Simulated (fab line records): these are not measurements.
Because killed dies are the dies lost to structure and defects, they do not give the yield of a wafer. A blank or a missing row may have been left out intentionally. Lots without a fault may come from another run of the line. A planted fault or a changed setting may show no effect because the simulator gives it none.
The tool behind it: which one? :: flow sky130 :: 33 wafers from 11 lots sampled at 6 of the route's 708 steps

WHAT THE GAUGES READ, wafer by wafer
SKY_LOCAL_INTERCONNECT_RS_MEAS_01: measurement is done with a four-point probe. Usual: LOCAL_INTERCONNECT_TIN_RS typically reads 14.18 ohm/sq, with standard deviation 0.15.
lot: L672
measured: day 29 13:23
on: film_metro-01
LOCAL_INTERCONNECT_TIN_RS (ohm/sq): 14.30 14.28 14.34
flag: 

lot: L675
measured: day 30 16:14
on: film_metro-01
LOCAL_INTERCONNECT_TIN_RS (ohm/sq): 14.10 13.96 14.11
flag: 

lot: L676
measured: day 31 01:19
on: film_metro-04
LOCAL_INTERCONNECT_TIN_RS (ohm/sq): 14.31 14.31 14.35
flag: 

lot: L680
measured: day 32 04:42
on: film_metro-04
LOCAL_INTERCONNECT_TIN_RS (ohm/sq): 14.16 14.09 14.29
flag: 

lot: L682
measured: day 32 23:56
on: film_metro-03
LOCAL_INTERCONNECT_TIN_RS (ohm/sq): 14.30 14.17 14.24
flag: 

lot: L683
measured: day 33 08:13
on: film_metro-03
LOCAL_INTERCONNECT_TIN_RS (ohm/sq): 14.09 13.96 13.97
flag: 

lot: L684
measured: day 33 13:54
on: film_metro-04
LOCAL_INTERCONNECT_TIN_RS (ohm/sq): 14.41 14.78 14.79
flag: OFF

lot: L685
measured: day 33 16:27
on: film_metro-03
LOCAL_INTERCONNECT_TIN_RS (ohm/sq): 14.14 14.11 14.08
flag: 

lot: L691
measured: day 35 17:43
on: film_metro-01
LOCAL_INTERCONNECT_TIN_RS (ohm/sq): 14.20 14.21 14.22
flag: 

lot: L693
measured: day 35 22:42
on: film_metro-01
LOCAL_INTERCONNECT_TIN_RS (ohm/sq): 14.35 14.17 14.34
flag: 

lot: L694
measured: day 36 06:08
on: film_metro-01
LOCAL_INTERCONNECT_TIN_RS (ohm/sq): 13.95 14.08 13.98
flag: 

SKY_LOCAL_INTERCONNECT_THK_MEAS_02: measures by xrf. Usual: LOCAL_INTERCONNECT_TIN_THK typically reads 100.0 nm, with standard deviation 1.1.
lot: L672
measured: day 29 13:29
on: film_metro-01
LOCAL_INTERCONNECT_TIN_THK (nm): 99.2 98.9 99.1
flag: 

lot: L675
measured: day 30 16:21
on: film_metro-01
LOCAL_INTERCONNECT_TIN_THK (nm): 99.6 100.2 99.6
flag: 

lot: L676
measured: day 31 01:26
on: film_metro-04
LOCAL_INTERCONNECT_TIN_THK (nm): 99.6 99.9 99.4
flag: 

lot: L680
measured: day 32 04:48
on: film_metro-04
LOCAL_INTERCONNECT_TIN_THK (nm): 100.3 100.8 99.1
flag: 

lot: L682
measured: day 33 00:03
on: film_metro-03
LOCAL_INTERCONNECT_TIN_THK (nm): 99.0 99.7 99.2
flag: 

lot: L683
measured: day 33 08:20
on: film_metro-03
LOCAL_INTERCONNECT_TIN_THK (nm): 100.5 101.3 101.0
flag: 

lot: L684
measured: day 33 14:01
on: film_metro-04
LOCAL_INTERCONNECT_TIN_THK (nm): 99.2 95.9 96.3
flag: 

lot: L685
measured: day 33 16:33
on: film_metro-03
LOCAL_INTERCONNECT_TIN_THK (nm): 100.0 100.3 100.8
flag: 

lot: L691
measured: day 35 17:50
on: film_metro-01
LOCAL_INTERCONNECT_TIN_THK (nm): 99.6 99.2 99.9
flag: 

lot: L693
measured: day 35 22:49
on: film_metro-01
LOCAL_INTERCONNECT_TIN_THK (nm): 98.5 100.1 98.5
flag: 

lot: L694
measured: day 36 06:14
on: film_metro-01
LOCAL_INTERCONNECT_TIN_THK (nm): 101.2 100.5 101.6
flag: 

WHICH TOOL RAN EACH LOT (tool, then ch and the chambers of the sampled wafers, then the start)
lot: L672
SKY_SD_N_STRIP_11: plasma_asher-01 ch 0,1, day 28 06:27
SKY_SD_N_RTA_14: rtp_anneal-01 ch 0, day 28 06:40
SKY_LI_CONTACT_CMP_02: cmp-01 ch 1,2, day 28 07:23
SKY_LOCAL_INTERCONNECT_SPUTTER_00: pvd_sputter-04, day 29 13:17

lot: L675
SKY_SD_N_STRIP_11: plasma_asher-04 ch 0,1, day 29 10:13
SKY_SD_N_RTA_14: rtp_anneal-02 ch 0, day 29 10:26
SKY_LI_CONTACT_CMP_02: cmp-01 ch 0,1,3, day 29 11:11
SKY_LOCAL_INTERCONNECT_SPUTTER_00: pvd_sputter-03, day 30 16:10

lot: L676
SKY_SD_N_STRIP_11: plasma_asher-04 ch 0,1, day 29 18:12
SKY_SD_N_RTA_14: rtp_anneal-01 ch 0, day 29 18:25
SKY_LI_CONTACT_CMP_02: cmp-02 ch 0,1,2, day 29 19:37
SKY_LOCAL_INTERCONNECT_SPUTTER_00: pvd_sputter-04, day 31 01:14

lot: L680
SKY_SD_N_STRIP_11: plasma_asher-01 ch 0,1, day 30 22:38
SKY_SD_N_RTA_14: rtp_anneal-01 ch 0, day 30 22:49
SKY_LI_CONTACT_CMP_02: cmp-02 ch 0,1,2, day 30 23:37
SKY_LOCAL_INTERCONNECT_SPUTTER_00: pvd_sputter-03, day 32 04:36

lot: L682
SKY_SD_N_STRIP_11: plasma_asher-03 ch 0,1, day 31 18:24
SKY_SD_N_RTA_14: rtp_anneal-01 ch 0, day 31 18:37
SKY_LI_CONTACT_CMP_02: cmp-02 ch 0,2,3, day 31 19:28
SKY_LOCAL_INTERCONNECT_SPUTTER_00: pvd_sputter-04, day 32 23:52

lot: L683
SKY_SD_N_STRIP_11: plasma_asher-01 ch 0,1, day 32 01:37
SKY_SD_N_RTA_14: rtp_anneal-02 ch 0, day 32 01:49
SKY_LI_CONTACT_CMP_02: cmp-01 ch 1,2, day 32 02:32
SKY_LOCAL_INTERCONNECT_SPUTTER_00: pvd_sputter-02, day 33 08:09

lot: L684
SKY_SD_N_STRIP_11: plasma_asher-03 ch 0,1, day 32 05:58
SKY_SD_N_RTA_14: rtp_anneal-01 ch 0, day 32 06:11
SKY_LI_CONTACT_CMP_02: cmp-01 ch 0,1,3, day 32 07:10
SKY_LOCAL_INTERCONNECT_SPUTTER_00: pvd_sputter-04, day 33 13:49

lot: L685
SKY_SD_N_STRIP_11: plasma_asher-03 ch 0,1, day 32 11:38
SKY_SD_N_RTA_14: rtp_anneal-02 ch 0, day 32 11:49
SKY_LI_CONTACT_CMP_02: cmp-01 ch 2,3, day 32 12:59
SKY_LOCAL_INTERCONNECT_SPUTTER_00: pvd_sputter-02, day 33 16:21

lot: L691
SKY_SD_N_STRIP_11: plasma_asher-01 ch 1, day 34 12:43
SKY_SD_N_RTA_14: rtp_anneal-02 ch 0, day 34 12:55
SKY_LI_CONTACT_CMP_02: cmp-02 ch 0,1,3, day 34 13:44
SKY_LOCAL_INTERCONNECT_SPUTTER_00: pvd_sputter-03, day 35 17:39

lot: L693
SKY_SD_N_STRIP_11: plasma_asher-01 ch 0,1, day 34 17:39
SKY_SD_N_RTA_14: rtp_anneal-02 ch 0, day 34 17:52
SKY_LI_CONTACT_CMP_02: cmp-02 ch 1,2,3, day 34 18:56
SKY_LOCAL_INTERCONNECT_SPUTTER_00: pvd_sputter-02, day 35 22:38

lot: L694
SKY_SD_N_STRIP_11: plasma_asher-03 ch 0,1, day 35 01:31
SKY_SD_N_RTA_14: rtp_anneal-01 ch 0, day 35 01:44
SKY_LI_CONTACT_CMP_02: cmp-01 ch 0,1,3, day 35 02:35
SKY_LOCAL_INTERCONNECT_SPUTTER_00: pvd_sputter-03, day 36 06:03
- SKY_SD_N_STRIP_11: strips in O2/N2.
- SKY_SD_N_RTA_14: time 2 s.
- SKY_LI_CONTACT_CMP_02: polishes PSG.
- SKY_LOCAL_INTERCONNECT_SPUTTER_00: material TiN, target thk 100 nm, time 83.3 s.

WHAT THE TOOLS THEMSELVES READ (means of the sampled wafers that have a number; where no wafer has one, the mark that the record gives instead)
SKY_SD_N_STRIP_11. Usual: drypump_motor_current_A 6.0 A, standard deviation 0.44; oes_product_au 0.528 a.u., standard deviation 0.0046; strip_time_to_endpoint_s 22.55 s, standard deviation 0.049.
lot: L672
tool: plasma_asher-01
drypump_motor_current_A (A): 6.0
oes_product_au (a.u.): 0.529
strip_time_to_endpoint_s (s): 22.59
flag: 

lot: L675
tool: plasma_asher-04
drypump_motor_current_A (A): 6.1
oes_product_au (a.u.): 0.529
strip_time_to_endpoint_s (s): 22.52
flag: 

lot: L676
tool: plasma_asher-04
drypump_motor_current_A (A): 6.2
oes_product_au (a.u.): 0.530
strip_time_to_endpoint_s (s): 22.48
flag: 

lot: L680
tool: plasma_asher-01
drypump_motor_current_A (A): 6.4
oes_product_au (a.u.): 0.524
strip_time_to_endpoint_s (s): 22.51
flag: 

lot: L682
tool: plasma_asher-03
drypump_motor_current_A (A): 5.7
oes_product_au (a.u.): 0.530
strip_time_to_endpoint_s (s): 22.56
flag: 

lot: L683
tool: plasma_asher-01
drypump_motor_current_A (A): 6.4
oes_product_au (a.u.): 0.526
strip_time_to_endpoint_s (s): 22.56
flag: 

lot: L684
tool: plasma_asher-03
drypump_motor_current_A (A): 5.7
oes_product_au (a.u.): 0.533
strip_time_to_endpoint_s (s): 22.59
flag: 

lot: L685
tool: plasma_asher-03
drypump_motor_current_A (A): 5.9
oes_product_au (a.u.): 0.523
strip_time_to_endpoint_s (s): 22.53
flag: 

lot: L691
tool: plasma_asher-01
drypump_motor_current_A (A): 5.7
oes_product_au (a.u.): 0.527
strip_time_to_endpoint_s (s): 22.52
flag: 

lot: L693
tool: plasma_asher-01
drypump_motor_current_A (A): 6.4
oes_product_au (a.u.): 0.525
strip_time_to_endpoint_s (s): 22.57
flag: 

lot: L694
tool: plasma_asher-03
drypump_motor_current_A (A): 5.7
oes_product_au (a.u.): 0.532
strip_time_to_endpoint_s (s): 22.54
flag: 

SKY_SD_N_RTA_14. Usual: lamp_power_pct 15.74 %, standard deviation 0.058; wafer_temp_C_max 1078.2, standard deviation 1.3.
lot: L672
tool: rtp_anneal-01
lamp_power_pct (%): 15.71
wafer_temp_C_max: 1076.5
flag: 

lot: L675
tool: rtp_anneal-02
lamp_power_pct (%): 15.79
wafer_temp_C_max: 1078.7
flag: 

lot: L676
tool: rtp_anneal-01
lamp_power_pct (%): 15.73
wafer_temp_C_max: 1076.7
flag: 

lot: L680
tool: rtp_anneal-01
lamp_power_pct (%): 15.78
wafer_temp_C_max: 1077.7
flag: 

lot: L682
tool: rtp_anneal-01
lamp_power_pct (%): 15.74
wafer_temp_C_max: 1077.4
flag: 

lot: L683
tool: rtp_anneal-02
lamp_power_pct (%): 15.73
wafer_temp_C_max: 1077.7
flag: 

lot: L684
tool: rtp_anneal-01
lamp_power_pct (%): 15.72
wafer_temp_C_max: 1078.2
flag: 

lot: L685
tool: rtp_anneal-02
lamp_power_pct (%): 15.69
wafer_temp_C_max: 1079.5
flag: 

lot: L691
tool: rtp_anneal-02
lamp_power_pct (%): 15.75
wafer_temp_C_max: 1078.4
flag: 

lot: L693
tool: rtp_anneal-02
lamp_power_pct (%): 15.73
wafer_temp_C_max: 1078.8
flag: 

lot: L694
tool: rtp_anneal-01
lamp_power_pct (%): 15.72
wafer_temp_C_max: 1077.4
flag: 

SKY_LI_CONTACT_CMP_02. Usual: motor_current_A 11.2 A, standard deviation 1.5; time_to_endpoint_s 31.7 s, standard deviation 2.2.
lot: L672
tool: cmp-01
motor_current_A (A): 12.7
time_to_endpoint_s (s): 31.2
flag: 

lot: L675
tool: cmp-01
motor_current_A (A): 10.5
time_to_endpoint_s (s): 34.6
flag: 

lot: L676
tool: cmp-02
motor_current_A (A): 11.5
time_to_endpoint_s (s): 31.0
flag: 

lot: L680
tool: cmp-02
motor_current_A (A): 11.4
time_to_endpoint_s (s): 29.4
flag: 

lot: L682
tool: cmp-02
motor_current_A (A): 11.0
time_to_endpoint_s (s): 29.1
flag: 

lot: L683
tool: cmp-01
motor_current_A (A): 12.4
time_to_endpoint_s (s): 31.5
flag: 

lot: L684
tool: cmp-01
motor_current_A (A): 10.3
time_to_endpoint_s (s): 32.6
flag: 

lot: L685
tool: cmp-01
motor_current_A (A): 12.0
time_to_endpoint_s (s): 32.1
flag: 

lot: L691
tool: cmp-02
motor_current_A (A): 10.5
time_to_endpoint_s (s): 35.0
flag: 

lot: L693
tool: cmp-02
motor_current_A (A): 12.1
time_to_endpoint_s (s): 30.5
flag: 

lot: L694
tool: cmp-01
motor_current_A (A): 10.5
time_to_endpoint_s (s): 34.2
flag: 

SKY_LOCAL_INTERCONNECT_SPUTTER_00. Usual: cathode_dc_power_W 6499.9 W, standard deviation 1.1; substrate_temp_c 300.04 C, standard deviation 0.19; susceptor_temp_C 300.00 C, standard deviation 0.2; throttle_valve_pct 29.5 %, standard deviation 1.1.
lot: L672
tool: pvd_sputter-04
cathode_dc_power_W (W): 6499.9
substrate_temp_c (C): 299.96
susceptor_temp_C (C): 300.19
throttle_valve_pct (%): 28.7
flag: 

lot: L675
tool: pvd_sputter-03
cathode_dc_power_W (W): 6500.4
substrate_temp_c (C): 299.94
susceptor_temp_C (C): 299.88
throttle_valve_pct (%): 29.0
flag: 

lot: L676
tool: pvd_sputter-04
cathode_dc_power_W (W): 6501.5
substrate_temp_c (C): 299.91
susceptor_temp_C (C): 300.16
throttle_valve_pct (%): 29.3
flag: 

lot: L680
tool: pvd_sputter-03
cathode_dc_power_W (W): 6499.6
substrate_temp_c (C): 300.07
susceptor_temp_C (C): 300.02
throttle_valve_pct (%): 29.0
flag: 

lot: L682
tool: pvd_sputter-04
cathode_dc_power_W (W): 6500.8
substrate_temp_c (C): 300.00
susceptor_temp_C (C): 300.22
throttle_valve_pct (%): 28.8
flag: 

lot: L683
tool: pvd_sputter-02
cathode_dc_power_W (W): 6499.6
substrate_temp_c (C): 300.16
susceptor_temp_C (C): 300.01
throttle_valve_pct (%): 31.2
flag: 

lot: L684
tool: pvd_sputter-04
cathode_dc_power_W (W): 6499.9
substrate_temp_c (C): 299.74
susceptor_temp_C (C): 299.91
throttle_valve_pct (%): 29.5
flag: 

lot: L685
tool: pvd_sputter-02
cathode_dc_power_W (W): 6499.8
substrate_temp_c (C): 300.02
susceptor_temp_C (C): 299.83
throttle_valve_pct (%): 30.8
flag: 

lot: L691
tool: pvd_sputter-03
cathode_dc_power_W (W): 6499.1
substrate_temp_c (C): 300.20
susceptor_temp_C (C): 299.93
throttle_valve_pct (%): 29.4
flag: 

lot: L693
tool: pvd_sputter-02
cathode_dc_power_W (W): 6500.0
substrate_temp_c (C): 300.13
susceptor_temp_C (C): 299.85
throttle_valve_pct (%): 30.9
flag: 

lot: L694
tool: pvd_sputter-03
cathode_dc_power_W (W): 6500.2
substrate_temp_c (C): 299.99
susceptor_temp_C (C): 299.96
throttle_valve_pct (%): 29.5
flag: 

THE ANSWER, worked out from the rows above alone
Rule: a lot is off if the mean of its wafers that have a number lies more than 3 standard deviations from the usual mean. A lot without any number at a reading at which 4 lots or more have one is off too. All remaining lots with rows at the step are treated as sound. After the gauges, taken in route order, come the tools' own readings; for these a lot's mean is taken, as printed above. The first step at which some lot is off is used, and at that step the reading that is off furthest; a lot without a number counts as furthest.
Off: L684, seen at SKY_LOCAL_INTERCONNECT_RS_MEAS_01 (LOCAL_INTERCONNECT_TIN_RS).
If a tool, at a process step before that reading, ran all the lots that are off and no sound lot after the first of them, it fits. Those tools and the gauges at SKY_LOCAL_INTERCONNECT_RS_MEAS_01 are tried in the same way. Can't be told from this: 2 tools fit, pvd_sputter-04 at SKY_LOCAL_INTERCONNECT_SPUTTER_00, film_metro-04 at SKY_LOCAL_INTERCONNECT_RS_MEAS_01.

WHAT WAS PUT IN BY THE SIMULATOR
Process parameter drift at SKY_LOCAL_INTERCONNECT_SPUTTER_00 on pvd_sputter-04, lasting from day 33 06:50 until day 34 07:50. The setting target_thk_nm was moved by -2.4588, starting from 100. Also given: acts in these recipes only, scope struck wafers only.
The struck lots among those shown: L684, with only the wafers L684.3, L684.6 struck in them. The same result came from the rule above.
